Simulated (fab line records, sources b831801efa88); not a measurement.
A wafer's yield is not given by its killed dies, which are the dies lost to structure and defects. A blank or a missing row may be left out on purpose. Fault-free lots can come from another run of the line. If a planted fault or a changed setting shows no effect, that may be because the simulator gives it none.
Chamber matching | flow sky130 | 4 sister chambers for SKY_VIA2_ETCH_14 on rie_diel-02
The step etches BARC in N2/H2, stops on SiO2, time 45.9 s, target depth 60 nm. 16 wafers are shown with their chamber, then 8 later ones without.

## WAFERS WITH THEIR CHAMBER
wafer  | chamber | oes_product_au (a.u.) | throttle_valve_pct (%)
L074.1 | 3       | 0.861                 | 13.219
L074.2 | 0       | 0.854                 | 13.218
L074.3 | 2       | 0.864                 | 13.241
L078.2 | 0       | 0.858                 | 13.233
L078.3 | 2       | 0.857                 | 13.224
L078.5 | 0       | 0.853                 | 13.227
L084.2 | 0       | 0.859                 | 13.236
L084.4 | 1       | 0.855                 | 13.226
L084.6 | 3       | 0.860                 | 13.240
L086.2 | 3       | 0.851                 | 13.227
L086.3 | 1       | 0.856                 | 13.234
L086.6 | 0       | 0.851                 | 13.226
L089.1 | 2       | 0.849                 | 13.208
L089.4 | 3       | 0.864                 | 13.239
L089.6 | 3       | 0.854                 | 13.225
L090.1 | 0       | 0.856                 | 13.240

SIGNATURES (means of the wafers above)
reading            | chamber 0 | chamber 1 | chamber 2 | chamber 3 | scatter within a chamber
oes_product_au     | 0.85517   | 0.85550   | 0.85667   | 0.85800   | 0.00478
throttle_valve_pct | 13.23000  | 13.23000  | 13.22433  | 13.23000  | 0.0101
Rule: for a wafer and a chamber, the distance is found by dividing, reading by reading, the gap between the wafer's reading and the chamber's mean by the reading's scatter, squaring, summing and taking the root. The wafer belongs to the nearest chamber; if the next one is less than 2 further off, it can't be placed. The scatter: the root of (the sum of the squares of (reading less its chamber's mean) over the shown wafers, divided by (wafers less chambers)).

## WAFERS MISSING THEIR CHAMBER
wafer  | oes_product_au (a.u.) | throttle_valve_pct (%)
L090.3 | 0.851                 | 13.221
L090.6 | 0.846                 | 13.213
L092.1 | 0.855                 | 13.236
L092.2 | 0.855                 | 13.234
L092.6 | 0.854                 | 13.214
L095.1 | 0.856                 | 13.230
L095.4 | 0.859                 | 13.214
L095.5 | 0.860                 | 13.208

## CHAMBER TAKEN BY EACH
wafer  | from the rows above               | in truth
L090.3 | can't be placed: 2 or 0 or 1 or 3 | 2
L090.6 | can't be placed: 2 or 0 or 1 or 3 | 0
L092.1 | can't be placed: 0 or 1 or 3 or 2 | 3
L092.2 | can't be placed: 0 or 1 or 3 or 2 | 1
L092.6 | can't be placed: 2 or 0 or 1 or 3 | 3
L095.1 | can't be placed: 1 or 0 or 3 or 2 | 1
L095.4 | can't be placed: 2 or 3 or 1 or 0 | 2
L095.5 | can't be placed: 2 or 3 or 1 or 0 | 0
Correctly placed: 0 of 8. Not placeable from these rows: 8 (in 8, the candidates include the true chamber). 0 placed wrongly.
